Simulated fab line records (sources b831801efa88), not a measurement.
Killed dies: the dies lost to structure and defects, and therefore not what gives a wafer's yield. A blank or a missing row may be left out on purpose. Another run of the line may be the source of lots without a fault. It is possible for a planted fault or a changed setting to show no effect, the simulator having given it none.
The tool behind it: which one? -- flow sky130 -- 12 lots with 36 wafers sampled at 6 steps, on a route of 708 steps

== WHAT THE GAUGES SHOWED, per wafer ==
SKY_FIELD_ISO_THK_MEAS_25. Usual: FIELD_ISO_CVD_24_THK 596 nm, standard deviation 6.4.
lot,measured,on,FIELD_ISO_CVD_24_THK (nm),flag
L781,day 2 06:49,film metro-04,607 600 598,
L782,day 2 12:04,film metro-04,602 594 605,
L783,day 2 16:45,film metro-02,598 594 593,
L785,day 3 02:56,film metro-02,606 606 597,
L786,day 3 07:50,film metro-01,585 590 587,
L787,day 3 12:49,film metro-04,601 600 593,
L789,day 3 23:02,film metro-01,598 599 602,
L798,day 5 22:27,film metro-01,593 593 600,
L799,day 6 02:24,film metro-01,592 598 599,
L801,day 6 17:21,film metro-02,590 594 595,
L802,day 6 20:07,film metro-04,580 589 587,
L804,day 7 05:53,film metro-04,598 598 598,

SKY_DNWELL_TW_MEAS_09. Usual: DNWELL_TW 1116, standard deviation 5.7.
lot,measured,on,DNWELL_TW,flag
L781,day 3 02:00,film metro-03,1113 1120 1123,
L782,day 3 07:23,film metro-03,1113 1115 1115,
L783,day 3 11:52,film metro-03,1117 1117 1115,
L785,day 3 22:46,film metro-03,1113 1112 1116,
L786,day 4 03:21,film metro-03,1115 1113 1119,
L787,day 4 09:05,film metro-01,1110 1112 1110,
L789,day 4 20:15,film metro-03,1115 1123 1116,
L798,day 6 21:55,film metro-01,1123 1116 1122,
L799,day 7 01:45,film metro-02,1109 1100 1105,
L801,day 7 17:55,film metro-02,1108 1117 1113,
L802,day 7 20:01,film metro-02,1110 1108 1116,
L804,day 8 08:34,film metro-03,1116 1117 1118,

SKY_VT_ADJUST_HVTP_CD_MEAS_07 targets a cd of 380 nm. Usual: cd nm 379.8 nm, standard deviation 2.3.
lot,measured,on,cd nm (nm),flag
L781,day 5 20:25,cd sem-01,379.7 378.7 379.5,
L782,day 6 04:35,cd sem-02,379.3 377.5 376.9,
L783,day 6 08:46,cd sem-01,378.6 382.4 381.7,
L785,day 6 21:41,cd sem-01,377.8 377.9 379.7,
L786,day 6 23:54,cd sem-02,381.0 381.7 378.3,
L787,day 7 09:41,cd sem-01,377.9 377.4 379.8,
L789,day 7 20:40,cd sem-02,- - -,OFF
L798,day 10 10:23,cd sem-02,384.1 382.7 383.9,
L799,day 10 15:33,cd sem-01,380.1 381.2 379.6,
L801,day 11 10:42,cd sem-01,381.8 380.6 379.1,
L802,day 11 16:04,cd sem-01,377.1 377.9 380.5,
L804,day 12 04:56,cd sem-01,382.1 382.5 382.4,

SKY_VT_ADJUST_HVTP_TW_MEAS_11. Usual: VT_ADJUST_HVTP_TW 1361, standard deviation 13.
lot,measured,on,VT_ADJUST_HVTP_TW,flag
L781,day 5 20:49,film metro-02,1370 1369 1371,
L782,day 6 05:00,film metro-03,1360 1362 1355,
L783,day 6 09:10,film metro-03,1363 1358 1354,
L785,day 6 22:05,film metro-04,1344 1348 1337,
L786,day 7 00:19,film metro-03,1371 1349 1357,
L787,day 7 10:06,film metro-04,1353 1355 1351,
L789,day 7 21:04,film metro-04,30 30 30 30 30 30,OFF
L798,day 10 10:47,film metro-03,1383 1382 1387,
L799,day 10 15:58,film metro-04,1343 1342 1352,
L801,day 11 11:07,film metro-03,1387 1394 1377,
L802,day 11 16:27,film metro-03,1379 1384 1385,
L804,day 12 05:20,film metro-02,1358 1363 1373,

== TOOL THAT RAN EACH LOT (tool first, then ch and the chambers of the sampled wafers, then the start) ==
lot,SKY_PWDE_STRIP_09,SKY_VT_ADJUST_HVTP_EXPOSE_04
L781,"plasma asher-03 ch 0,1, day 3 17:14","iline stepper-02 ch 0, day 5 11:30"
L782,"plasma asher-03 ch 0,1, day 3 23:02","iline stepper-01 ch 0, day 5 20:30"
L783,"plasma asher-04 ch 0,1, day 4 04:13","iline stepper-02 ch 0, day 5 23:56"
L785,"plasma asher-04 ch 0,1, day 4 16:04","iline stepper-02 ch 0, day 6 13:13"
L786,"plasma asher-01 ch 0,1, day 4 18:59","iline stepper-02 ch 0, day 6 15:08"
L787,"plasma asher-04 ch 0,1, day 5 02:08","iline stepper-01 ch 0, day 6 23:40"
L789,"plasma asher-04 ch 0,1, day 5 13:07","iline stepper-02 ch 0, day 7 12:04"
L798,"plasma asher-04 ch 0,1, day 7 16:24","iline stepper-02 ch 0, day 9 23:29"
L799,"plasma asher-01 ch 0,1, day 7 20:43","iline stepper-01 ch 0, day 10 04:33"
L801,"plasma asher-01 ch 0,1, day 8 14:23","iline stepper-02 ch 0, day 10 22:58"
L802,"plasma asher-03 ch 0,1, day 8 17:10","iline stepper-01 ch 0, day 11 04:28"
L804,"plasma asher-03 ch 0,1, day 9 05:41","iline stepper-02 ch 0, day 11 16:39"
- SKY_PWDE_STRIP_09: strips in O2/N2.
- SKY_VT_ADJUST_HVTP_EXPOSE_04: exposes mask HVTPM, target cd 380 nm.

== AS READ BY THE TOOLS THEMSELVES (means over the sampled wafers that have a number; for cases with no such wafer, the mark the record gives instead) ==
SKY_PWDE_STRIP_09. Usual: drypump motor current A 5.7 A, standard deviation 0.52; oes product au 0.722 a.u., standard deviation 0.0039; strip time to endpoint s 36.86 s, standard deviation 0.1.
lot,tool,drypump motor current A (A),oes product au (a.u.),strip time to endpoint s (s),flag
L781,plasma asher-03,5.6,0.717,37.02,
L782,plasma asher-03,5.5,0.723,36.98,
L783,plasma asher-04,5.9,0.726,36.86,
L785,plasma asher-04,6.0,0.721,36.92,
L786,plasma asher-01,5.3,0.722,36.78,
L787,plasma asher-04,6.0,0.721,36.86,
L789,plasma asher-04,5.9,0.721,37.05,
L798,plasma asher-04,5.9,0.722,36.85,
L799,plasma asher-01,5.7,0.722,36.87,
L801,plasma asher-01,5.3,0.723,36.88,
L802,plasma asher-03,5.6,0.719,36.77,
L804,plasma asher-03,5.5,0.720,36.74,

== THE ANSWER, worked out from the rows above alone ==
Rule: a lot is off if the mean of its wafers that have a number lies more than 3 standard deviations from the usual mean. A lot without any number at a reading at which 4 lots or more have one is off too. Any other lot the step has rows for is counted as sound. Order of review: gauges by route order, followed by the tools' own readings, for which a lot's mean as printed above is used. At the first step where some lot is off, the reading lying furthest off is the one used; lots without a number count as furthest.
Off, at SKY_VT_ADJUST_HVTP_CD_MEAS_07 on cd nm: L789. Without a number there: L789.
A tool fits if, at a process step before that reading, it ran every lot that is off, and no sound lot after the first of them. Not tried: the gauges at SKY_VT_ADJUST_HVTP_CD_MEAS_07; whatever is off there is also off at SKY_VT_ADJUST_HVTP_TW_MEAS_11, on other tools, and gauge error can't account for it. None of those tried fits.

== WHAT HAD BEEN PUT IN BY THE SIMULATOR ==
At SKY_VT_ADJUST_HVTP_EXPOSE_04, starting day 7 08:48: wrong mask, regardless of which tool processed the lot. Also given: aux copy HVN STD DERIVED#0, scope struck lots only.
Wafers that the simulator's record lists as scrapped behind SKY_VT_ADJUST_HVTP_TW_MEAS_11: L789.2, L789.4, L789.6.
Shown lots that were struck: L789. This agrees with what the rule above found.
